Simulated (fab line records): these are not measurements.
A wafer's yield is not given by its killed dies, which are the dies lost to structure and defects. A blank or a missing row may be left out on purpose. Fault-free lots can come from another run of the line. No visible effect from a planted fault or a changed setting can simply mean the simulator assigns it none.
Which tool did it? | flow sky130 | Sampling: 14 lots, 42 wafers, 5 of 708 route steps

## WHAT EACH GAUGE READ, for each wafer
SKY_FIELD_ISO_THK_MEAS_23. Usual: FIELD_ISO_OXIDATION_01_THK 9.94 nm, standard deviation 0.24.
lot  | measured    | on           | FIELD_ISO_OXIDATION_01_THK (nm) | flag
L740 | day 2 06:31 | filmMetro-03 | 9.92 10.07 10.12                | 
L742 | day 2 19:51 | filmMetro-01 | 9.88 9.96 9.86                  | 
L743 | day 3 02:37 | filmMetro-01 | 10.29 10.33 10.40               | 
L744 | day 3 05:03 | filmMetro-02 | 10.15 10.06 10.26               | 
L745 | day 3 14:32 | filmMetro-02 | 10.05 9.99 10.06                | 
L746 | day 3 14:33 | filmMetro-01 | 10.32 10.40 10.22               | 
L755 | day 5 12:11 | filmMetro-02 | 10.11 10.13 10.01               | 
L756 | day 5 18:37 | filmMetro-01 | 9.78 9.82 9.70                  | 
L757 | day 6 00:09 | filmMetro-02 | 9.53 9.35 9.53                  | 
L758 | day 6 10:20 | filmMetro-02 | 9.62 9.59 9.68                  | 
L759 | day 6 13:11 | filmMetro-02 | 9.57 9.47 9.52                  | 
L760 | day 6 17:15 | filmMetro-01 | 9.67 9.53 9.72                  | 
L761 | day 6 21:29 | filmMetro-01 | 9.73 9.79 9.61                  | 
L762 | day 7 01:38 | filmMetro-02 | 10.19 10.36 10.06               | 

SKY_DNWELL_TW_MEAS_09. Usual: DNWELL_TW 1119, standard deviation 9.4.
lot  | measured    | on           | DNWELL_TW      | flag
L740 | day 3 03:11 | filmMetro-03 | 1118 1117 1119 | 
L742 | day 3 16:58 | filmMetro-03 | 1116 1117 1117 | 
L743 | day 4 00:40 | filmMetro-04 | 1122 1117 1117 | 
L744 | day 4 03:05 | filmMetro-04 | 1116 1108 1111 | 
L745 | day 4 14:05 | filmMetro-04 | 30 30 30       | OFF
L746 | day 4 14:27 | filmMetro-03 | 30 30 30       | OFF
L755 | day 6 11:47 | filmMetro-01 | 1119 1122 1123 | 
L756 | day 6 18:25 | filmMetro-04 | 1116 1114 1115 | 
L757 | day 6 23:17 | filmMetro-01 | 1124 1124 1126 | 
L758 | day 7 09:41 | filmMetro-03 | 1119 1123 1121 | 
L759 | day 7 15:40 | filmMetro-01 | 1127 1132 1131 | 
L760 | day 7 21:07 | filmMetro-04 | 1102 1104 1104 | 
L761 | day 7 23:01 | filmMetro-03 | 1128 1122 1129 | 
L762 | day 8 02:49 | filmMetro-04 | 1104 1105 1098 | 

## TOOL THAT RAN EACH LOT (tool first, then ch and the chambers of the sampled wafers, then the start)
lot  | SKY_FIELD_ISO_ETCH_14            | SKY_FIELD_ISO_ETCH_15            | SKY_DNWELL_EXPOSE_04
L740 | rieDiel-02 ch 0,1,2, day 2 04:20 | rieDiel-02 ch 0,1,2, day 2 04:22 | ilineStepper-02 ch 0, day 2 19:14
L742 | rieDiel-02 ch 0,1, day 2 18:07   | rieDiel-02 ch 0,1, day 2 18:10   | ilineStepper-02 ch 0, day 3 08:23
L743 | rieDiel-01 ch 0,3, day 3 00:53   | rieDiel-01 ch 0,3, day 3 00:55   | ilineStepper-02 ch 0, day 3 16:54
L744 | rieDiel-04 ch 0,1,2, day 3 03:04 | rieDiel-04 ch 0,1,2, day 3 03:07 | ilineStepper-02 ch 0, day 3 19:01
L745 | rieDiel-02 ch 1,2,3, day 3 09:04 | rieDiel-02 ch 1,2,3, day 3 09:07 | ilineStepper-01, day 4 05:07
L746 | rieDiel-01 ch 1,2, day 3 12:35   | rieDiel-01 ch 1,2, day 3 12:37   | ilineStepper-02, day 4 05:40
L755 | rieDiel-01 ch 1,2,3, day 5 09:25 | rieDiel-01 ch 1,2,3, day 5 09:28 | ilineStepper-02 ch 0, day 6 02:13
L756 | rieDiel-04 ch 1,2,3, day 5 16:53 | rieDiel-04 ch 1,2,3, day 5 16:55 | ilineStepper-01 ch 0, day 6 08:25
L757 | rieDiel-04 ch 0,1,2, day 5 22:25 | rieDiel-04 ch 0,1,2, day 5 22:28 | ilineStepper-02 ch 0, day 6 13:44
L758 | rieDiel-01 ch 0,1,3, day 6 08:31 | rieDiel-01 ch 0,1,3, day 6 08:34 | ilineStepper-01 ch 0, day 7 00:10
L759 | rieDiel-04 ch 0,1,2, day 6 11:25 | rieDiel-04 ch 0,1,2, day 6 11:28 | ilineStepper-01 ch 0, day 7 05:30
L760 | rieDiel-04 ch 0,1,3, day 6 14:35 | rieDiel-04 ch 0,1,3, day 6 14:37 | ilineStepper-01 ch 0, day 7 11:13
L761 | rieDiel-01 ch 0,1,2, day 6 18:53 | rieDiel-01 ch 0,1,2, day 6 18:56 | ilineStepper-01 ch 0, day 7 12:44
L762 | rieDiel-01 ch 1,2,3, day 6 23:28 | rieDiel-01 ch 1,2,3, day 6 23:31 | ilineStepper-01 ch 0, day 7 17:08
- SKY_FIELD_ISO_ETCH_14: etches BARC in N2/H2, stops on SiO2, time 45.9 s, target depth 60 nm.
- SKY_FIELD_ISO_ETCH_15: etches the open film in CHF3/O2, stops on Si, target depth 180 nm, time 72 s.
- SKY_DNWELL_EXPOSE_04: exposes mask DNM, target cd 3000 nm.

## AS READ BY THE TOOLS THEMSELVES (means over the sampled wafers that have a number; for cases with no such wafer, the mark the record gives instead)
SKY_FIELD_ISO_ETCH_14. Usual: drypumpMotorCurrentA 5.8 A, standard deviation 0.5; oesProductAu 0.854 a.u., standard deviation 0.0048; throttleValvePct 13.225 %, standard deviation 0.0076.
lot  | tool       | drypumpMotorCurrentA (A) | oesProductAu (a.u.) | throttleValvePct (%) | flag
L740 | rieDiel-02 | 5.7                      | 0.857               | 13.224               | 
L742 | rieDiel-02 | 5.5                      | 0.851               | 13.229               | 
L743 | rieDiel-01 | 5.5                      | 0.851               | 13.225               | 
L744 | rieDiel-04 | 5.7                      | 0.852               | 13.221               | 
L745 | rieDiel-02 | 5.4                      | 0.850               | 13.220               | 
L746 | rieDiel-01 | 6.3                      | 0.853               | 13.224               | 
L755 | rieDiel-01 | 6.0                      | 0.849               | 13.221               | 
L756 | rieDiel-04 | 6.1                      | 0.850               | 13.227               | 
L757 | rieDiel-04 | 5.7                      | 0.851               | 13.227               | 
L758 | rieDiel-01 | 5.7                      | 0.856               | 13.226               | 
L759 | rieDiel-04 | 5.7                      | 0.854               | 13.235               | 
L760 | rieDiel-04 | 5.4                      | 0.854               | 13.226               | 
L761 | rieDiel-01 | 6.0                      | 0.857               | 13.225               | 
L762 | rieDiel-01 | 6.0                      | 0.850               | 13.228               | 

SKY_FIELD_ISO_ETCH_15. Usual: drypumpMotorCurrentA 5.7 A, standard deviation 0.5; oesProductAu 0.950 a.u., standard deviation 0.0067; throttleValvePct 8.846 %, standard deviation 0.0088.
lot  | tool       | drypumpMotorCurrentA (A) | oesProductAu (a.u.) | throttleValvePct (%) | flag
L740 | rieDiel-02 | 5.6                      | 0.946               | 8.839                | 
L742 | rieDiel-02 | 5.5                      | 0.948               | 8.845                | 
L743 | rieDiel-01 | 5.5                      | 0.954               | 8.846                | 
L744 | rieDiel-04 | 5.7                      | 0.950               | 8.848                | 
L745 | rieDiel-02 | 5.4                      | 0.951               | 8.849                | 
L746 | rieDiel-01 | 6.3                      | 0.950               | 8.844                | 
L755 | rieDiel-01 | 6.0                      | 0.958               | 8.841                | 
L756 | rieDiel-04 | 6.0                      | 0.944               | 8.843                | 
L757 | rieDiel-04 | 5.7                      | 0.953               | 8.848                | 
L758 | rieDiel-01 | 5.7                      | 0.947               | 8.858                | 
L759 | rieDiel-04 | 5.7                      | 0.945               | 8.847                | 
L760 | rieDiel-04 | 5.4                      | 0.942               | 8.850                | 
L761 | rieDiel-01 | 6.0                      | 0.949               | 8.838                | 
L762 | rieDiel-01 | 6.0                      | 0.959               | 8.851                | 

SKY_DNWELL_EXPOSE_04. Usual: exposureDoseMJCm2 222.00, standard deviation 0.22; focusOffsetNm 0.0 nm, standard deviation 0.52.
lot  | tool            | exposureDoseMJCm2 | focusOffsetNm (nm) | flag
L740 | ilineStepper-02 | 221.82            | 0.0                | 
L742 | ilineStepper-02 | 222.08            | -0.1               | 
L743 | ilineStepper-02 | 222.12            | 0.5                | 
L744 | ilineStepper-02 | 221.82            | 0.8                | 
L745 | ilineStepper-01 | -                 | -                  | OFF
L746 | ilineStepper-02 | -                 | -                  | OFF
L755 | ilineStepper-02 | 221.77            | 0.4                | 
L756 | ilineStepper-01 | 221.92            | 0.0                | 
L757 | ilineStepper-02 | 222.10            | -0.4               | 
L758 | ilineStepper-01 | 222.22            | -0.1               | 
L759 | ilineStepper-01 | 221.86            | 0.1                | 
L760 | ilineStepper-01 | 221.96            | -0.5               | 
L761 | ilineStepper-01 | 222.05            | 0.5                | 
L762 | ilineStepper-01 | 222.27            | -0.1               | 

## THE ANSWER, worked out from the rows above alone
Rule: a lot counts as off when the mean over its wafers that have a number is more than 3 standard deviations away from the usual mean. Also off: a lot with no number at a reading for which 4 or more lots have one. All remaining lots with rows at the step are treated as sound. First the gauges in route order, then the tools' own readings, where a lot's mean is used as printed above. The first step at which some lot is off is used, and at that step the reading that is off furthest; a lot without a number counts as furthest.
Off: at SKY_DNWELL_TW_MEAS_09 (DNWELL_TW), L745, L746.
If a tool, at a process step before that reading, ran all the lots that are off and no sound lot after the first of them, it fits. The gauges at SKY_DNWELL_TW_MEAS_09 aren't tried: what is off there is off at SKY_DNWELL_EXPOSE_04 too, on other tools, and a gauge's error can't cause that. None of those tried fits.

## WHAT WAS PUT IN BY THE SIMULATOR
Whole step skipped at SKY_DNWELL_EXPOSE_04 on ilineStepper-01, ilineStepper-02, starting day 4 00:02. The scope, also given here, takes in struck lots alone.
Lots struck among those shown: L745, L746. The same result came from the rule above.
